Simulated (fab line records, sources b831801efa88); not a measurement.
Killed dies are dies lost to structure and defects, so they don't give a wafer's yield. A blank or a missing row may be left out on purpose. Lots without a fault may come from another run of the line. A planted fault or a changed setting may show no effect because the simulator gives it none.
fab line records | flow sky130
record lots=6 wafers=18 last_day=50
route steps=708 shown LOCAL_INTERCONNECT@396 CONTACT@406 PAD_OPEN@708
lots that met no fault: from a run of the same line without faults
start_h: hours from the record's first day to the start of the lot's first wafer shown | wait_h: hours since the lot's step before | " the same as in the row above | L1.1+2: a row that stands for several wafers | - no value, or no start given | * or withheld: withheld | < > ~ a bound
route shown NAME@n: a module of which the file shows steps, and the number in the route of the first | usual: mean/standard deviation of fault-free wafers | same: alike in all rows | chamber/n: place in a boat | sites: the reading at each site | _std_site: their standard deviation | _edge_site: outer sites' mean less inner sites' | radius_mm: how far each site lies from the wafer's centre | mask NAME#n: copy n | behind: the tool/chamber that last shaped the wafer | hold: why the lot was held/for how many hours/how that ended | device: the transistor (n, p or np) that didn't switch | end of line: the same wafers' tests at the end of the route | a step without rows: its recipe alone | killed: dies lost to structure and defects at the first sort, not the wafer's yield | map: a wafer's dies, x killed, . not, _ none there
set.NAME: the setting as run; set.NAME@STEP: as run at that earlier step | model.NAME: the simulator's own value behind a step, which no gauge read
lots at some steps of the route; a table a step, a row a wafer
services: from which hour (start_h, from the record's first day; less than 0 if before it) a tool's chamber was out of use, for how many hours, and why
## steps
# step SKY_LOCAL_INTERCONNECT_PEB_09
# recipe peb_temp_c=withheld peb_time_s=withheld resist=KrF-thick
# step SKY_LOCAL_INTERCONNECT_DEVELOP_10
# recipe develop_time_s=60 resist=KrF-thick dev_temp_c=21
# step SKY_LOCAL_INTERCONNECT_CD_MEAS_11
# recipe target_cd_nm=170
# usual cd_nm=170.8/1.7
# columns lot.wafer tool chamber start_h wait_h cd_nm
L338.3 cd_sem-01 - 734.44 - 170.7
L338.4 " - " " 169.2
L338.6 " - " " 172.3
L344.1 cd_sem-01 - 798.47 - 168.8
L344.3 " - " " 169.0
L344.5 " - " " 168.9
L346.1 cd_sem-01 - 818.05 - 168.0
L346.2 " - " " 168.0
L346.5 " - " " 168.5
L345.4 cd_sem-01 - 818.46 - 170.9
L345.5 " - " " 169.5
L345.6 " - " " 169.2
L347.2 cd_sem-01 - 819.15 - 170.1
L347.5 " - " " 170.7
L347.6 " - " " 171.2
L355.1 cd_sem-01 - 880.45 - 171.6
L355.2 " - " " 172.4
L355.6 " - " " 171.6
# step SKY_LOCAL_INTERCONNECT_OVL_MEAS_12
# usual LOCAL_INTERCONNECT_OVL=-4/5.9
# columns lot.wafer tool chamber start_h wait_h LOCAL_INTERCONNECT_OVL[nm]
L338.3 overlay-01 - 734.53 0.1 3
L338.4 " - " " -6
L338.6 " - " " 1
L344.1 overlay-02 - 798.59 0.1 -11
L344.3 " - " " -9
L344.5 " - " " -2
L346.1 overlay-02 - 818.17 0.1 -9
L346.2 " - " " 10
L346.5 " - " " -1
L345.4 overlay-02 - 818.54 0.1 -5
L345.5 " - " " 7
L345.6 " - " " -5
L347.2 overlay-02 - 819.26 0.1 -6
L347.5 " - " " -5
L347.6 " - " " -1
L355.1 overlay-02 - 880.57 0.1 -7
L355.2 " - " " -5
L355.6 " - " " 1
# step SKY_LOCAL_INTERCONNECT_ETCH_13
# recipe chemistry=N2/H2 target=BARC ion_energy_ev=200 bias_w=100 pressure_mtorr=30 n2_flow_sccm=100 h2_flow_sccm=200 icp_w=500 stop_on=SiO2 time_s=45.9 target_depth_a=600
# usual drypump_motor_current_A=6.2/0.33 oes_product_au=0.855/0.0048 throttle_valve_pct=13.224/0.0092
# same time_s=45.9
# columns lot.wafer tool chamber start_h wait_h drypump_motor_current_A oes_product_au rf_hours_counter_h throttle_valve_pct
L338.3 rie_metal-04 0 734.58 0.0 6.1 0.861 - 13.222
L338.4 " 1 " " 6.3 0.854 - 13.206
L338.6 " 1 " " 6.2 0.854 - 13.233
L344.1 rie_metal-01 0 798.63 0.0 6.8 0.854 2 13.213
L344.3 " 0 " " 6.8 0.857 - 13.215
L344.5 " 0 " " 6.8 0.854 - 13.221
L346.1 rie_metal-04 1 818.21 0.0 6.3 0.854 4 13.234
L346.2 " 0 " " 6.1 0.857 14 13.232
L346.5 " 1 " " 6.2 0.852 - 13.232
L345.4 rie_metal-03 0 818.58 0.0 6.2 0.854 - 13.219
L345.5 " 0 " " 6.2 0.858 - 13.205
L345.6 " 1 " " 6.1 0.853 - 13.229
L347.2 rie_metal-01 1 819.29 0.0 5.3 0.859 0 13.223
L347.5 " 1 " " 5.3 0.853 - 13.217
L347.6 " 0 " " 6.8 0.860 - 13.227
L355.1 rie_metal-01 0 880.61 0.0 6.8 0.853 6 13.237
L355.2 " 1 " " 5.3 0.853 3 13.235
L355.6 " 0 " " 6.8 0.855 - 13.232
# step SKY_LOCAL_INTERCONNECT_METAL_ETCH_14
# recipe target_depth_nm=110 stop_on=PSG chemistry=Cl2/BCl3 target=TiN resist_sidewall_deg=88 pressure_mtorr=10 icp_w=900 bias_w=48.5 Cl2_flow_sccm=60 bcl3_flow_sccm=30 time_s=31.4
# usual drypump_motor_current_A=6.2/0.33 oes_product_au=0.942/0.0074 throttle_valve_pct=21.900/0.0097
# same time_s=31.4
# columns lot.wafer tool chamber start_h wait_h drypump_motor_current_A oes_product_au rf_hours_counter_h throttle_valve_pct
L338.3 rie_metal-04 0 734.64 0.0 6.1 0.954 - 21.890
L338.4 " 1 " " 6.2 0.951 - 21.898
L338.6 " 1 " " 6.2 0.948 - 21.925
L344.1 rie_metal-01 0 798.75 0.1 6.8 0.960 2 21.896
L344.3 " 0 " " 6.8 0.939 - 21.918
L344.5 " 0 " " 6.8 0.930 - 21.887
L346.1 rie_metal-04 1 818.27 0.0 6.2 0.935 4 21.896
L346.2 " 0 " " 6.1 0.939 14 21.908
L346.5 " 1 " " 6.2 0.934 - 21.899
L345.4 rie_metal-03 0 818.64 0.0 6.2 0.935 - 21.894
L345.5 " 0 " " 6.2 0.933 - 21.896
L345.6 " 1 " " 6.1 0.927 - 21.898
L347.2 rie_metal-01 1 819.35 0.0 5.3 0.945 0 21.899
L347.5 " 1 " " 5.3 0.950 - 21.898
L347.6 " 0 " " 6.8 0.941 - 21.896
L355.1 rie_metal-01 0 880.67 0.0 6.7 0.945 6 21.908
L355.2 " 1 " " 5.3 0.931 3 21.909
L355.6 " 0 " " 6.8 0.942 - 21.899
# step SKY_LOCAL_INTERCONNECT_STRIP_15
# recipe chemistry=O2/N2 power_w=1400 pressure_mtorr=1500 platen_temp_c=withheld o2_flow_sccm=3000 n2_flow_sccm=300 overash_fraction=0.5
# usual drypump_motor_current_A=5.7/0.31 oes_product_au=0.426/0.0045 strip_time_to_endpoint_s=4.713/0.02
# columns lot.wafer tool chamber start_h wait_h drypump_motor_current_A oes_product_au rf_hours_counter_h strip_time_to_endpoint_s
L338.3 plasma_asher-04 1 734.70 0.1 5.8 0.427 - 4.713
L338.4 " 0 " " 6.3 0.425 - 4.712
L338.6 " 0 " " 6.2 0.419 - 4.705
L344.1 plasma_asher-03 0 798.85 0.1 5.2 0.430 5 4.707
L344.3 " 1 " " 5.7 0.419 - 4.743
L344.5 " 0 " " 5.1 0.426 - 4.748
L346.1 plasma_asher-02 0 818.32 0.0 5.6 0.430 61 4.718
L346.2 " 1 " " 5.5 0.430 61 4.702
L346.5 " 1 " " 5.5 0.429 - 4.725
L345.4 plasma_asher-04 0 818.70 0.1 6.2 0.422 - 4.681
L345.5 " 1 " " 5.8 0.428 - 4.707
L345.6 " 0 " " 6.2 0.431 - 4.711
L347.2 plasma_asher-04 0 819.40 0.0 6.2 0.422 103 4.717
L347.5 " 0 " " 6.2 0.433 - 4.711
L347.6 " 1 " " 5.8 0.438 - 4.707
L355.1 plasma_asher-03 0 880.72 0.0 5.2 0.421 13 4.687
L355.2 " 1 " " 5.7 0.429 13 4.706
L355.6 " 0 " " 5.1 0.427 - 4.704
# step SKY_LOCAL_INTERCONNECT_STRIP_16
# recipe chemistry=post_etch_residue_remover time_s=1200 temp_c=72.5
# step SKY_LOCAL_INTERCONNECT_CLEAN_17
# recipe chemistry=IPA time_s=180 temp_c=25
# step SKY_LOCAL_INTERCONNECT_CLEAN_18
# recipe chemistry=O3/DIW dry=n2_spin
# step SKY_CONTACT_CVD_00
# recipe material=Si3N4 target_thk_nm=75 temp_c=400 time_s=withheld rf_w=450
# usual heater_power_w=712/93
# columns lot.wafer tool chamber start_h wait_h heater_power_w
L338.3 pecvd-02 1 735.31 0.0 672
L338.4 " 0 " " 819
L338.6 " 1 " " 665
L344.1 pecvd-04 0 799.49 0.0 707
L344.3 " 2 " " 562
L344.5 " 0 " " 717
L346.1 pecvd-01 2 818.96 0.0 772
L346.2 " 0 " " 613
L346.5 " 0 " " 631
L345.4 pecvd-04 0 819.28 0.0 659
L345.5 " 2 " " 592
L345.6 " 1 " " 697
L347.2 pecvd-04 1 819.99 0.0 662
L347.5 " 1 " " 654
L347.6 " 0 " " 612
L355.1 pecvd-01 1 881.31 0.0 861
L355.2 " 2 " " 688
L355.6 " 2 " " 682
# step SKY_CONTACT_THK_MEAS_01
# recipe reads=Si3N4_of_CONTACT_CVD_00
# usual CONTACT_CVD_00_THK=75.1/1
# columns lot.wafer tool chamber start_h wait_h CONTACT_CVD_00_THK[nm]
L338.3 film_metro-02 - 735.36 - 75.1
L338.4 " - " " 75.8
L338.6 " - " " 74.9
L344.1 film_metro-01 - 799.52 - 75.6
L344.3 " - " " 77.0
L344.5 " - " " 76.9
L346.1 film_metro-03 - 819.01 - 74.6
L346.2 " - " " 74.9
L346.5 " - " " 76.7
L345.4 film_metro-02 - 819.33 - 75.0
L345.5 " - " " 75.1
L345.6 " - " " 75.5
L347.2 film_metro-02 - 820.04 - 74.6
L347.5 " - " " 75.1
L347.6 " - " " 75.7
L355.1 film_metro-02 - 881.36 - 73.2
L355.2 " - " " 73.7
L355.6 " - " " 73.8
# step SKY_CONTACT_HDPCVD_02
# recipe material=SiO2 target_thk_nm=565 sigma_open_frac=0.3 time_s=94.2 temp_c=600 sih4_flow_sccm=60 pressure_mtorr=6
# usual run_length_s=122.2/0.57
# columns lot.wafer tool chamber start_h wait_h run_length_s model.SiO2_of_CONTACT_HDPCVD_02.thk_nm
L338.3 hdpcvd-02 1 735.43 0.1 122.4 557.8
L338.4 " 2 " " 122.2 569.8
L338.6 " 2 " " 122.0 560.5
L344.1 hdpcvd-02 1 799.58 0.1 121.7 560.1
L344.3 " 2 " " 122.8 561.8
L344.5 " 0 " " 122.9 555.2
L346.1 hdpcvd-02 1 819.07 0.1 127.7 589.8
L346.2 " 0 " " 123.4 557.2
L346.5 " 1 " " 126.9 586.6
L345.4 hdpcvd-02 0 819.39 0.1 123.3 563.1
L345.5 " 1 " " 126.7 595.8
L345.6 " 2 " " 122.2 568
L347.2 hdpcvd-01 2 820.09 0.0 121.5 572.5
L347.5 " 0 " " 123.0 568.7
L347.6 " 2 " " 121.7 578.1
L355.1 hdpcvd-01 2 881.42 0.1 122.5 560.4
L355.2 " 1 " " 121.7 569.9
L355.6 " 2 " " 121.5 557.2
# step SKY_CONTACT_THK_MEAS_03
# recipe reads=SiO2_of_CONTACT_HDPCVD_02
# usual CONTACT_HDPCVD_THK=564/6.1
# columns lot.wafer tool chamber start_h wait_h CONTACT_HDPCVD_THK[nm]
L338.3 film_metro-01 - 735.52 0.1 558
L338.4 " - " " 570
L338.6 " - " " 561
L344.1 film_metro-03 - 799.65 0.0 560
L344.3 " - " " 562
L344.5 " - " " 555
L346.1 film_metro-01 - 819.14 0.0 589
L346.2 " - " " 557
L346.5 " - " " 587
L345.4 film_metro-01 - 819.45 0.0 563
L345.5 " - " " 596
L345.6 " - " " 568
L347.2 film_metro-02 - 820.17 0.0 572
L347.5 " - " " 569
L347.6 " - " " 578
L355.1 film_metro-03 - 881.53 0.1 560
L355.2 " - " " 570
L355.6 " - " " 558
# step SKY_CONTACT_CMP_04
# recipe material=SiO2 down_force_psi=4 platen_rpm=60 pad_velocity_m_s=0.94248
# usual motor_current_A=12.6/0.72 slurry_filter_dp_kPa=13.51/0.15 time_to_endpoint_s=83/4.4
# columns lot.wafer tool chamber start_h wait_h motor_current_A slurry_filter_dp_kPa time_to_endpoint_s
L338.4 cmp-01 0 735.61 0.1 12.2 13.51 82
L338.3 " 1 " " 12.7 13.53 86
L338.6 " 0 " " 12.2 13.53 81
L344.3 cmp-02 3 799.71 0.0 13.4 13.40 82
L344.1 " 1 " " 11.7 13.47 83
L344.5 " 0 " " 10.8 13.63 79
L346.1 cmp-01 2 819.20 0.1 13.5 13.70 99
L346.2 " 0 " " 11.9 13.52 87
L346.5 " 2 " " 13.4 13.77 93
L345.4 cmp-01 2 819.50 0.0 12.6 13.33 88
L345.6 " 2 " " 13.9 13.67 88
L345.5 " 3 " " 13.9 13.48 98
L347.2 cmp-02 0 820.37 0.2 11.4 13.60 82
L347.5 " 1 " " 12.8 13.83 83
L347.6 " 2 " " 12.9 13.44 86
L355.1 cmp-01 1 881.59 0.1 12.9 13.23 93
L355.2 " 0 " " 12.9 13.54 92
L355.6 " 2 " " 13.5 13.35 80
# step SKY_CONTACT_BOW_MEAS_05
# recipe mode=bow
# usual CONTACT_BOW=81/7.4
# columns lot.wafer tool chamber start_h wait_h CONTACT_BOW[um]
L338.3 film_metro-02 - 735.90 0.2 67
L338.4 " - " " 74
L338.6 " - " " 90
L344.1 film_metro-01 - 800.01 0.1 88
L344.3 " - " " 70
L344.5 " - " " 77
L346.1 film_metro-02 - 819.50 0.2 85
L346.2 " - " " 83
L346.5 " - " " 81
L345.4 film_metro-03 - 819.86 0.3 71
L345.5 " - " " 81
L345.6 " - " " 83
L347.2 film_metro-03 - 820.59 0.2 80
L347.5 " - " " 78
L347.6 " - " " 81
L355.1 film_metro-03 - 881.89 0.2 89
L355.2 " - " " 75
L355.6 " - " " 80
# step SKY_PAD_OPEN_PROBE_99
# usual killed_at_M0_to_M3=43/7 killed_at_M4_up=3.3/1.8 killed_at_contacts=24/6.2 killed_at_front_end=16/4.7 killed_at_other=0.4/0.58 killed_dies=87/10 killed_open=47/6.4 killed_short=39/7
# same gross_dies=492 killed_at_back_side=0
# columns lot.wafer tool chamber start_h wait_h killed_at_M0_to_M3 killed_at_M4_up killed_at_contacts killed_at_front_end killed_at_other killed_dies killed_open killed_short
L347.5 prober-02 - 1160.72 0.2 64 9 21 19 0 113 50 55
# killed by level:class
L347.5 VIA1:geometric_particle:open=11 VIA3:geometric_particle:open=10 METAL2:geometric_particle:short=10 VIA4:area_etch=7 METAL1:geometric_particle:short=6 CONTACT:geometric_particle:open=6 VIA1:geometric_particle:short=6 LI_CONTACT:geometric_particle:open=5
## services
# columns tool chamber start_h hours kind
plasma_asher-04 - 712.39 1.1 repair
cmp-01 - 712.71 0.7 repair
pecvd-04 1 723.66 8.6 repair
cmp-02 - 723.91 0.3 repair
cmp-02 - 728.31 3.6 pm
pecvd-02 - 729.77 1.2 repair
pecvd-04 - 732.73 4.3 pm
hdpcvd-02 0 733.24 30.9 repair
plasma_asher-03 - 733.75 9.0 pm
plasma_asher-02 - 739.98 1.3 repair
cmp-02 - 747.22 4.0 pm
cmp-02 - 752.79 2.1 repair
rie_metal-04 - 771.30 1.4 pm
hdpcvd-02 - 779.89 14.6 pm
cmp-02 - 790.23 0.8 repair
hdpcvd-01 - 794.49 5.5 pm
hdpcvd-01 - 819.27 0.5 repair
hdpcvd-01 1 838.42 3.5 repair
hdpcvd-01 - 841.32 4.4 repair
cmp-01 - 854.48 3.1 repair
cmp-01 - 858.35 5.7 pm
pecvd-01 0 873.86 8.0 repair
hdpcvd-01 0 878.33 4.8 repair
plasma_asher-03 - 881.51 2.8 pm
## key
first_sign step=SKY_CONTACT_HDPCVD_02 reading=run_length_s direction=up sigmas=8.5 usual=* struck=*
effect step=SKY_CONTACT_THK_MEAS_03 reading=CONTACT_HDPCVD_THK direction=up sigmas=4.3 usual=564 struck=591
effect step=SKY_CONTACT_CMP_04 reading=time_to_endpoint_s direction=up sigmas=3.1 usual=* struck=*
model_effect step=SKY_CONTACT_HDPCVD_02 value=SiO2_of_CONTACT_HDPCVD_02.thk_nm without=558.9 struck=590.7
met_at SKY_CONTACT_HDPCVD_02
struck_wafers L345.5,L346.1,L346.5
tester_left_out L345,L346
onset_between 799.58 819.07
fault kind=process_parameter_drift tool=hdpcvd-02 chamber=1 onset_h=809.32 steps=SKY_CONTACT_HDPCVD_02 channel=time_s offset=* shape=step end_h=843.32 acts_in=* stated=*
# tester_left_out: of these lots the tester's yield and bins aren't shown, on N5 and GAA mostly nor the transistor test; their killed dies are dies lost to structure and defects alone, not to doping, threshold or leakage, so they don't give the yield
